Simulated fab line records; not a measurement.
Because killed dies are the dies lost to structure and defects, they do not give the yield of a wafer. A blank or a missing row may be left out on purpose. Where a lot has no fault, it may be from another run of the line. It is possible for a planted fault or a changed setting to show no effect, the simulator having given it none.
fab line records | flow gf180mcu
record lots=15 wafers=45 last-day=34
route steps=602 shown TOP_METAL@567 PASSIVATION@597
lots with no fault: from the same line, run without faults
start-h: the number of hours between the record's first day and the start of the first shown wafer of the lot | wait-h: how many hours have passed since the lot's step before this one | " unchanged from the row above | L1.1+2: a row that stands for several wafers | - no value present, or no start provided | * or withheld: withheld | < > ~ a bound
route shown NAME@n: NAME is a module with steps in the file, n the number in the route of the first one | usual: average and standard deviation across the fault-free wafers | same: alike in all rows | chamber/n: place in a boat | sites: the reading at each site | _std_site: how widely they spread, as a standard deviation | _edge_site: the outer-site mean with the inner-site mean subtracted | radius-mm: for every site, how far away it sits from the centre of the wafer | mask NAME#n: copy n | behind: the most recent tool/chamber to have shaped the wafer | hold: reason for holding the lot/hours on hold/outcome of the hold | device: the n, p or np transistor that did not switch | end of line: tests run on the same wafers once the route is complete | step lacking rows: just its recipe | killed: dies lost to structure and defects at the first sort, not the wafer's yield | map: shows each die of a wafer: x if killed, . if not, _ if none is there
set.NAME: the setting the step ran with; set.NAME@STEP: the setting that earlier step ran with | model.NAME: the simulator's own value behind a step, which no gauge read
steps of the route over a sample of lots; a table a step, a row a wafer
services: when a tool's chamber went out of use (start-h, in hours from the record's first day, below 0 if earlier), for how many hours, and the reason
## steps
# step GF_TOP_METAL_SPUTTER_00
# recipe material=Ti target-thk-nm=37.5 arriving-ion-energy-ev=80 substrate-temp-c=200 chamber-pressure-pa=2 power-w=4000 time-s=150
# usual substrate-temp-c=199.99/0.16 throttle-valve-pct=29.6/0.85
# columns lot.wafer tool chamber start-h wait-h substrate-temp-c throttle-valve-pct
L483.2 pvd-sputter-02 - 655.70 0.1 199.98 28.9
L483.5 " - " " 199.92 29.7
L483.6 " - " " 200.22 28.8
L484.1 pvd-sputter-02 - 664.66 0.2 199.94 28.6
L484.2 " - " " 200.07 28.7
L484.3 " - " " 200.11 29.9
L485.2 pvd-sputter-04 - 669.35 0.2 199.97 31.3
L485.4 " - " " 199.96 29.5
L485.5 " - " " 199.66 31.4
L486.1 pvd-sputter-04 - 686.00 0.1 199.71 31.3
L486.4 " - " " 199.94 29.3
L486.6 " - " " 200.16 29.0
L488.2 pvd-sputter-02 - 694.79 0.1 199.94 29.5
L488.4 " - " " 200.14 28.4
L488.5 " - " " 200.24 29.0
L489.2 pvd-sputter-02 - 698.39 0.2 200.11 29.3
L489.3 " - " " 200.13 30.0
L489.4 " - " " 200.16 28.8
L490.1 pvd-sputter-01 - 708.36 0.1 200.11 29.5
L490.2 " - " " 200.09 30.2
L490.4 " - " " 199.86 28.6
L491.2 pvd-sputter-01 - 712.42 0.1 199.69 30.3
L491.3 " - " " 200.30 28.8
L491.5 " - " " 199.88 28.5
L492.3 pvd-sputter-02 - 717.36 0.1 200.00 29.8
L492.5 " - " " 199.92 30.0
L492.6 " - " " 200.50 28.8
L493.3 pvd-sputter-02 - 727.03 0.1 199.89 30.2
L493.4 " - " " 200.14 29.1
L493.6 " - " " 200.13 28.7
L494.2 pvd-sputter-02 - 732.32 0.1 199.85 28.9
L494.4 " - " " 199.94 29.8
L494.5 " - " " 199.81 30.1
L495.1 pvd-sputter-01 - 736.77 0.1 200.24 29.7
L495.4 " - " " 200.13 29.6
L495.5 " - " " 200.21 28.7
L496.1 pvd-sputter-04 - 745.36 0.1 199.99 31.2
L496.4 " - " " 199.87 29.5
L496.6 " - " " 199.60 31.4
L497.2 pvd-sputter-01 - 748.14 0.1 200.09 30.7
L497.3 " - " " 199.91 29.8
L497.6 " - " " 199.98 30.3
L501.1 pvd-sputter-01 - 774.95 0.1 199.98 29.2
L501.5 " - " " 200.02 28.8
L501.6 " - " " 199.88 29.6
# step GF_TOP_METAL_METAL_ETCH_16
# recipe chemistry=Cl2/BCl3 mask-material=NOVOLAK target-depth-nm=1197 stop-on=SiO2 pressure-mtorr=8 icp-w=800 bias-w=140 Cl2_flow_sccm=80 bcl3-flow-sccm=40 time-s=199.5
# usual drypump-motor-current-A=5.8/0.42 he-backside-leak-sccm=3.39/0.17 oes-product-au=0.990/0.0052 throttle-valve-pct=28.229/0.0087
# columns lot.wafer tool chamber start-h wait-h drypump-motor-current-A he-backside-leak-sccm oes-product-au rf-hours-counter-h throttle-valve-pct
L483.2 rie-metal-04 0 674.89 0.0 5.7 3.67 0.984 14 28.233
L483.5 " 0 " " 5.7 3.50 0.986 - 28.222
L483.6 " 1 " " 6.5 3.48 0.987 - 28.223
L484.1 rie-metal-03 0 683.79 0.0 5.4 3.51 0.982 10 28.221
L484.2 " 1 " " 5.9 3.29 0.992 8 28.231
L484.3 " 0 " " 5.4 3.58 0.984 - 28.241
L485.2 rie-metal-03 0 688.74 0.0 5.4 3.85 0.988 10 28.234
L485.4 " 1 " " 5.9 3.23 1.002 - 28.223
L485.5 " 1 " " 5.9 3.32 0.993 - 28.207
L486.1 rie-metal-03 1 705.09 0.0 5.9 3.26 0.998 9 28.220
L486.4 " 0 " " 5.4 3.57 0.992 - 28.221
L486.6 " 0 " " 5.4 3.67 0.991 - 28.235
L488.2 rie-metal-02 0 713.19 0.0 5.1 3.23 0.985 8 28.222
L488.4 " 1 " " 6.1 3.32 0.987 - 28.232
L488.5 " 1 " " 6.1 3.29 0.997 - 28.224
L489.2 rie-metal-02 1 716.44 0.0 6.1 3.40 0.986 4 28.218
L489.3 " 0 " " 5.1 3.20 0.991 - 28.215
L489.4 " 1 " " 6.1 3.27 0.996 - 28.223
L490.1 rie-metal-02 0 726.74 0.0 5.1 3.24 0.995 8 28.222
L490.2 " 1 " " 6.1 3.45 0.985 4 28.222
L490.4 " 0 " " 5.1 3.15 0.986 - 28.208
L491.2 rie-metal-04 1 730.24 0.0 6.6 3.57 0.983 16 28.246
L491.3 " 0 " " 5.7 3.28 0.996 - 28.229
L491.5 " 0 " " 5.8 3.36 0.990 - 28.228
L492.3 rie-metal-04 0 735.70 0.1 5.7 3.53 0.987 - 28.213
L492.5 " 1 " " 6.5 3.69 0.984 - 28.223
L492.6 " 0 " " 5.7 3.47 0.987 - 28.236
L493.3 rie-metal-04 1 744.42 0.1 6.5 3.54 0.994 - 28.229
L493.4 " 0 " " 5.7 3.43 0.991 - 28.233
L493.6 " 1 " " 6.5 3.50 0.996 - 28.235
L494.2 rie-metal-02 1 749.80 0.0 6.1 3.06 0.987 5 28.218
L494.4 " 0 " " 5.1 3.13 0.989 - 28.219
L494.5 " 0 " " 5.1 3.09 0.989 - 28.219
L495.1 rie-metal-03 0 754.29 0.0 5.4 3.51 0.986 13 28.239
L495.4 " 1 " " 5.9 3.27 0.988 - 28.230
L495.5 " 0 " " 5.4 3.49 0.987 - 28.229
L496.1 rie-metal-02 1 762.49 0.0 6.1 3.23 0.991 6 28.221
L496.4 " 0 " " 5.1 3.16 0.997 - 28.228
L496.6 " 1 " " 6.1 3.33 0.992 - 28.220
L497.2 rie-metal-04 0 764.55 0.1 5.7 3.31 0.985 - 28.228
L497.3 " 0 " " 5.7 3.50 1.003 - 28.241
L497.6 " 0 " " 5.7 3.44 0.992 - 28.238
L501.1 rie-metal-03 1 790.84 0.0 5.9 3.35 0.988 14 28.237
L501.5 " 0 " " 5.4 3.55 0.979 - 28.227
L501.6 " 1 " " 5.9 3.39 0.985 - 28.233
# step GF_TOP_METAL_STRIP_17
# recipe chemistry=O2/N2 power-w=1400 pressure-mtorr=1500 platen-temp-c=250 o2-flow-sccm=3000 n2-flow-sccm=300 overash-fraction=0.5
# usual drypump-motor-current-A=6.27/0.18 heater-power-w=356/28 o2-flow-sccm=3001/9.3 oes-product-au=0.711/0.0046 platen-temp-c=250.02/0.17 strip-time-to-endpoint-s=12.93/0.076
# columns lot.wafer tool chamber start-h wait-h drypump-motor-current-A heater-power-w o2-flow-sccm oes-product-au platen-temp-c rf-hours-counter-h strip-time-to-endpoint-s
L483.2 plasma-asher-03 1 675.08 0.1 6.25 295 2991 0.707 250.00 55 13.07
L483.5 " 0 " " 5.93 367 3008 0.717 249.91 - 13.04
L483.6 " 1 " " 6.23 296 2982 0.701 250.11 - 12.94
L484.1 plasma-asher-04 1 683.98 0.1 6.32 379 3009 0.704 250.27 93 12.99
L484.2 " 0 " " 6.28 351 3001 0.717 250.31 93 13.03
L484.3 " 1 " " 6.32 389 3010 0.717 249.77 - 13.04
L485.2 plasma-asher-01 1 688.93 0.1 6.57 382 3007 0.703 250.21 109 12.96
L485.4 " 0 " " 6.56 346 3010 0.716 250.09 - 12.93
L485.5 " 0 " " 6.57 363 3013 0.712 250.16 - 12.85
L486.1 plasma-asher-03 0 705.28 0.1 5.96 360 3003 0.707 250.15 58 13.01
L486.4 " 0 " " 5.97 368 2988 0.704 249.66 - 12.98
L486.6 " 0 " " 5.94 373 2998 0.707 249.80 - 13.12
L488.2 plasma-asher-04 0 713.38 0.1 6.26 358 3007 0.707 249.94 97 12.85
L488.4 " 1 " " 6.33 387 2995 0.716 250.00 - 12.90
L488.5 " 0 " " 6.25 354 3000 0.718 250.00 - 12.87
L489.2 plasma-asher-04 1 716.63 0.1 6.33 388 3003 0.709 250.31 97 12.93
L489.3 " 1 " " 6.30 370 3007 0.712 250.13 - 12.98
L489.4 " 0 " " 6.26 371 2993 0.709 250.06 - 12.98
L490.1 plasma-asher-04 1 726.93 0.1 6.33 385 2987 0.714 250.12 98 12.81
L490.2 " 0 " " 6.25 359 3010 0.722 250.17 98 12.88
L490.4 " 0 " " 6.26 347 2995 0.712 250.22 - 12.79
L491.2 plasma-asher-03 0 730.43 0.1 5.93 376 3006 0.717 250.03 60 13.00
L491.3 " 1 " " 6.24 297 3009 0.712 250.16 - 12.87
L491.5 " 0 " " 5.91 369 2984 0.713 250.14 - 12.92
L492.3 plasma-asher-04 0 735.86 0.1 6.28 353 2994 0.707 250.12 - 12.87
L492.5 " 1 " " 6.34 374 2995 0.704 249.74 - 12.98
L492.6 " 0 " " 6.26 362 2995 0.713 249.95 - 12.95
L493.3 plasma-asher-04 0 744.58 0.1 6.30 356 2985 0.714 250.11 - 12.79
L493.4 " 1 " " 6.31 369 3011 0.707 249.75 - 12.85
L493.6 " 1 " " 6.31 388 3011 0.709 249.67 - 12.90
L494.2 plasma-asher-04 1 749.99 0.1 6.30 391 3017 0.715 249.92 101 12.82
L494.4 " 1 " " 6.30 378 3004 0.707 250.03 - 12.81
L494.5 " 1 " " 6.29 380 3016 0.709 249.90 - 12.76
L495.1 plasma-asher-01 1 754.48 0.1 6.47 372 3002 0.710 250.14 1 12.95
L495.4 " 0 " " 6.56 346 2995 0.707 250.03 - 12.98
L495.5 " 0 " " 6.57 345 3006 0.710 249.93 - 12.96
L496.1 plasma-asher-03 1 762.68 0.1 6.26 294 3008 0.706 250.26 64 12.81
L496.4 " 0 " " 5.94 360 2993 0.716 250.00 - 12.85
L496.6 " 0 " " 5.95 366 2994 0.708 249.97 - 12.84
L497.2 plasma-asher-03 1 764.87 0.3 6.23 299 3000 0.712 250.16 64 12.86
L497.3 " 1 " " 6.24 299 2992 0.714 250.08 - 12.79
L497.6 " 1 " " 6.22 298 2993 0.717 249.95 - 12.88
L501.1 plasma-asher-01 0 791.03 0.1 6.55 352 3000 0.708 249.94 5 12.97
L501.5 " 0 " " 6.56 352 3000 0.717 249.85 - 13.02
L501.6 " 1 " " 6.55 365 3010 0.709 249.79 - 12.96
# step GF_PASSIVATION_DEVELOP_10
# recipe develop-time-s=60 dev-temp-c=23
# usual chill-plate-temp-C=23.02/0.1 develop-time-s=60/0
# columns lot.wafer tool chamber start-h wait-h chill-plate-temp-C develop-time-s
L483.2 litho-track-04 0 695 - 22.86 60
L483.5 " 0 " " 22.96 60
L483.6 " 0 " " 22.91 60
L484.1 litho-track-01 0 703 - 23.09 60
L484.2 " 0 " " 23.16 60
L484.3 " 0 " " 23.03 60
L485.2 litho-track-01 0 708 - 23.21 60
L485.4 " 0 " " 23.07 60
L485.5 " 0 " " 23.14 60
L486.1 litho-track-02 0 724 - 23.04 60
L486.4 " 0 " " 22.99 60
L486.6 " 0 " " 23.09 60
L488.2 litho-track-01 0 731 - 23.17 60
L488.4 " 0 " " 22.95 60
L488.5 " 0 " " 23.01 60
L489.2 litho-track-04 0 734 - 22.94 60
L489.3 " 0 " " 22.96 60
L489.4 " 0 " " 23.06 60
L490.1 litho-track-01 0 744 - 22.94 60
L490.2 " 0 " " 22.94 60
L490.4 " 0 " " 22.95 60
L491.2 litho-track-04 0 748 - 23.02 60
L491.3 " 0 " " 22.98 60
L491.5 " 0 " " 23.00 60
L492.3 litho-track-01 0 753 - 22.89 60
L492.5 " 0 " " 22.92 60
L492.6 " 0 " " 22.88 60
L493.3 litho-track-02 0 762 - 23.01 60
L493.4 " 0 " " 22.95 60
L493.6 " 0 " " 23.06 60
L494.2 litho-track-04 - 767 - - -
L494.4 " - " " - -
L494.5 " - " " - -
L495.1 litho-track-02 - 771 - - -
L495.4 " - " " - -
L495.5 " - " " - -
L496.1 litho-track-04 - 778 - - -
L496.4 " - " " - -
L496.6 " - " " - -
L497.2 litho-track-01 0 781 - 23.04 60
L497.3 " 0 " " 23.29 60
L497.6 " 0 " " 23.13 60
L501.1 litho-track-04 0 806 - 23.05 60
L501.5 " 0 " " 22.90 60
L501.6 " 0 " " 23.16 60
## services
# columns tool chamber start-h hours kind
rie-metal-04 - 636.35 2.8 pm
plasma-asher-03 - 646.72 3.4 repair
rie-metal-04 0 684.24 - clean
rie-metal-04 0 684.24 17.7 scheduled-down
rie-metal-04 0 684.24 17.7 vent-cycle
pvd-sputter-04 - 692.27 2.2 repair
rie-metal-02 1 697.77 4.8 repair
plasma-asher-03 - 714.55 8.9 repair
pvd-sputter-04 - 716.32 1.1 repair
rie-metal-02 - 718.80 0.7 repair
plasma-asher-01 - 733.75 9.0 pm
plasma-asher-01 0 733.75 9.0 vent-cycle
plasma-asher-01 1 733.75 9.0 vent-cycle
plasma-asher-01 0 742.75 - clean
plasma-asher-01 1 742.75 - clean
rie-metal-04 1 754.80 - clean
rie-metal-04 1 754.80 18.6 scheduled-down
rie-metal-04 1 754.80 18.6 vent-cycle
plasma-asher-03 - 758.59 1.6 repair
pvd-sputter-02 - 762.36 4.0 repair
pvd-sputter-01 - 786.38 6.3 repair
## key
first-sign step=GF_PASSIVATION_DEVELOP_10 reading=tool-record direction=missing
effect none on later readings
met-at GF_PASSIVATION_DEVELOP_10
struck-lots L494,L495,L496
later-rows-left-out L494.2,L494.4,L494.5,L495.1,L495.4,L495.5,L496.1,L496.4,L496.6
sort-left-out L494.2,L494.4,L494.5,L495.1,L495.4,L495.5,L496.1,L496.4,L496.6
not-acting-at GF_TOP_METAL_SPUTTER_00,GF_TOP_METAL_METAL_ETCH_16,GF_TOP_METAL_STRIP_17
onset-between 762 767
fault kind=skipped-step-whole tool=litho-track-02,litho-track-04 chamber=- onset-h=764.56 steps=GF_PASSIVATION_DEVELOP_10 scope=struck-lots-only
# sort-left-out: the simulated sort isn't trusted on such a fault, so these wafers' sort isn't shown, and their yield isn't known
# later-rows-left-out: the simulator's readings of these wafers behind a module that went badly wrong aren't trusted and aren't shown, but for the sort
